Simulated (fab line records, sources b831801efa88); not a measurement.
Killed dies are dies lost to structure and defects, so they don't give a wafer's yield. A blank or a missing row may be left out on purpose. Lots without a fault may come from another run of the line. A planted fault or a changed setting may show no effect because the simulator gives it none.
Which tool did it? | flow sky130 | 13 lots, 36 wafers sampled, at 4 steps of a route of 708

WHAT THE GAUGES READ, wafer by wafer
SKY_VT_ADJUST_LVTN_TW_MEAS_21. Usual: VT_ADJUST_LVTN_2_TW 189.1, standard deviation 1.3.
lot  | measured     | on            | VT_ADJUST_LVTN_2_TW | flag
L498 | day 6 11:11  | film_metro-04 | 188.9 188.2 187.9   |
L499 | day 7 16:30  | film_metro-01 | 188.4 187.8 189.3   |
L502 | day 8 10:42  | film_metro-04 | 187.7 188.4 188.6   |
L503 | day 9 05:31  | film_metro-04 | 188.5 188.0 189.2   |
L504 | day 9 13:41  | film_metro-01 | 187.4 188.1 187.7   |
L508 | day 10 20:13 | film_metro-02 | 191.5 190.8         |
L509 | day 11 00:46 | film_metro-02 | 190.9 191.3         |
L511 | day 11 14:19 | film_metro-02 | 191.8 190.7         |
L515 | day 13 01:40 | film_metro-04 | 188.8 188.2 188.3   |
L516 | day 13 06:45 | film_metro-04 | 189.6 189.5 188.7   |
L517 | day 13 12:38 | film_metro-02 | 191.6 190.7 192.1   |
L518 | day 14 02:02 | film_metro-04 | 188.7 189.4 189.2   |
L520 | day 14 18:44 | film_metro-04 | 189.4 189.2 189.7   |

SKY_VT_ADJUST_HVTR_CD_MEAS_07: target cd 380 nm. Usual: cd_nm 379.5 nm, standard deviation 2.3.
lot  | measured     | on        | cd_nm (nm)        | flag
L498 | day 8 01:46  | cd_sem-02 | 382.9 382.4 382.8 |
L499 | day 9 10:50  | cd_sem-01 | 379.3 379.3 380.1 |
L502 | day 10 07:20 | cd_sem-02 | 377.9 378.0 377.0 |
L503 | day 11 03:31 | cd_sem-01 | 381.3 379.5 379.8 |
L504 | day 11 12:31 | cd_sem-02 | 379.7 379.6 379.7 |
L508 | day 12 22:18 | cd_sem-01 | 383.2 396.6       | OFF
L509 | day 13 02:22 | cd_sem-01 | 380.6 399.7       | OFF
L511 | day 13 18:00 | cd_sem-01 | 381.5 398.9       | OFF
L515 | day 15 04:53 | cd_sem-02 | 378.2 379.9 378.9 |
L516 | day 15 11:52 | cd_sem-01 | 377.7 378.8 377.5 |
L517 | day 15 17:58 | cd_sem-01 | 380.1 378.9 379.8 |
L518 | day 16 08:19 | cd_sem-02 | 379.2 378.8 378.8 |
L520 | day 17 02:31 | cd_sem-01 | 381.7 381.5 380.6 |

WHICH TOOL RAN EACH LOT (tool, then ch and the chambers of the sampled wafers, then the start)
lot  | SKY_VT_ADJUST_NCORE_STRIP_10         | SKY_VT_ADJUST_HVTR_DEVELOP_06
L498 | plasma_asher-01 ch 0, day 7 06:43    | litho_track-01 ch 0, day 8 01:37
L499 | plasma_asher-03 ch 0,1, day 8 12:28  | litho_track-01 ch 0, day 9 10:41
L502 | plasma_asher-03 ch 0,1, day 9 09:28  | litho_track-01 ch 0, day 10 07:11
L503 | plasma_asher-03 ch 0,1, day 10 03:43 | litho_track-01 ch 0, day 11 03:22
L504 | plasma_asher-02 ch 0,1, day 10 12:01 | litho_track-04 ch 0, day 11 12:22
L508 | plasma_asher-01 ch 0,1, day 11 21:18 | litho_track-01 ch 0, day 12 22:10
L509 | plasma_asher-03 ch 0,1, day 12 01:18 | litho_track-01 ch 0, day 13 02:14
L511 | plasma_asher-03 ch 0,1, day 12 16:35 | litho_track-01 ch 0, day 13 17:52
L515 | plasma_asher-01 ch 0,1, day 14 03:01 | litho_track-04 ch 0, day 15 04:44
L516 | plasma_asher-03 ch 0, day 14 08:58   | litho_track-02 ch 0, day 15 11:44
L517 | plasma_asher-03 ch 0,1, day 14 14:59 | litho_track-04 ch 0, day 15 17:49
L518 | plasma_asher-02 ch 0,1, day 15 04:28 | litho_track-04 ch 0, day 16 08:10
L520 | plasma_asher-01 ch 0,1, day 15 22:18 | litho_track-04 ch 0, day 17 02:22
- SKY_VT_ADJUST_NCORE_STRIP_10: strips in O2/N2.
- SKY_VT_ADJUST_HVTR_DEVELOP_06: develop time 60 s.

WHAT THE TOOLS THEMSELVES READ (means of the sampled wafers that have a number; where no wafer has one, the mark that the record gives instead)
SKY_VT_ADJUST_NCORE_STRIP_10. Usual: drypump_motor_current_A 5.7 A, standard deviation 0.38; n2_flow_sccm 300.1 sccm, standard deviation 0.88; oes_product_au 0.716 a.u., standard deviation 0.0049; strip_time_to_endpoint_s 14.18 s, standard deviation 0.038.
lot  | tool            | drypump_motor_current_A (A) | n2_flow_sccm (sccm) | oes_product_au (a.u.) | strip_time_to_endpoint_s (s) | flag
L498 | plasma_asher-01 | 5.4                         | 300.2               | 0.712                 | 14.21                        |
L499 | plasma_asher-03 | 5.4                         | 300.4               | 0.717                 | 14.16                        |
L502 | plasma_asher-03 | 5.5                         | 299.5               | 0.718                 | 14.15                        |
L503 | plasma_asher-03 | 5.6                         | 300.9               | 0.713                 | 14.21                        |
L504 | plasma_asher-02 | 6.4                         | 300.4               | 0.713                 | 14.15                        |
L508 | plasma_asher-01 | 5.7                         | 300.7               | 0.712                 | 14.18                        |
L509 | plasma_asher-03 | 5.5                         | 299.4               | 0.718                 | 14.18                        |
L511 | plasma_asher-03 | 5.5                         | 298.9               | 0.711                 | 14.20                        |
L515 | plasma_asher-01 | 5.8                         | 299.5               | 0.714                 | 14.19                        |
L516 | plasma_asher-03 | 5.8                         | 301.6               | 0.715                 | 14.18                        |
L517 | plasma_asher-03 | 5.5                         | 300.3               | 0.719                 | 14.14                        |
L518 | plasma_asher-02 | 6.4                         | 299.7               | 0.717                 | 14.17                        |
L520 | plasma_asher-01 | 5.6                         | 300.5               | 0.713                 | 14.23                        |

SKY_VT_ADJUST_HVTR_DEVELOP_06. Usual: exhaust_pa 44.9 Pa, standard deviation 0.95.
lot  | tool           | exhaust_pa (Pa) | flag
L498 | litho_track-01 | 44.5            |
L499 | litho_track-01 | 46.4            |
L502 | litho_track-01 | 45.3            |
L503 | litho_track-01 | 45.0            |
L504 | litho_track-04 | 45.6            |
L508 | litho_track-01 | 45.2            |
L509 | litho_track-01 | 45.2            |
L511 | litho_track-01 | 44.5            |
L515 | litho_track-04 | 44.9            |
L516 | litho_track-02 | 44.5            |
L517 | litho_track-04 | 45.2            |
L518 | litho_track-04 | 45.6            |
L520 | litho_track-04 | 44.3            |

THE ANSWER, worked out from the rows above alone
Rule: a lot is off if the mean of its wafers that have a number lies more than 3 standard deviations from the usual mean. A lot without any number at a reading at which 4 lots or more have one is off too. The other lots that the step has rows for count as sound. The gauges are gone through in route order, then the tools' own readings, and for those a lot's mean is taken as printed above. The first step at which some lot is off is used, and at that step the reading that is off furthest; a lot without a number counts as furthest.
Off: L508, L509, L511, at SKY_VT_ADJUST_HVTR_CD_MEAS_07 (cd_nm).
A tool fits if, at a process step before that reading, it ran every lot that is off, and no sound lot after the first of them. The gauges at SKY_VT_ADJUST_HVTR_CD_MEAS_07 are tried like those tools. One fits: litho_track-01 at SKY_VT_ADJUST_HVTR_DEVELOP_06. Its last sound lot is L503 (day 11 03:22), its first lot that is off L508 (day 12 22:10): a fault that began between those two fits.

WHAT THE SIMULATOR HAD PUT IN
Process parameter drift: litho_track-01, from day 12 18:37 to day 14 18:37, at SKY_VT_ADJUST_HVTR_DEVELOP_06. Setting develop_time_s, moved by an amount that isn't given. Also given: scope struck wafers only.
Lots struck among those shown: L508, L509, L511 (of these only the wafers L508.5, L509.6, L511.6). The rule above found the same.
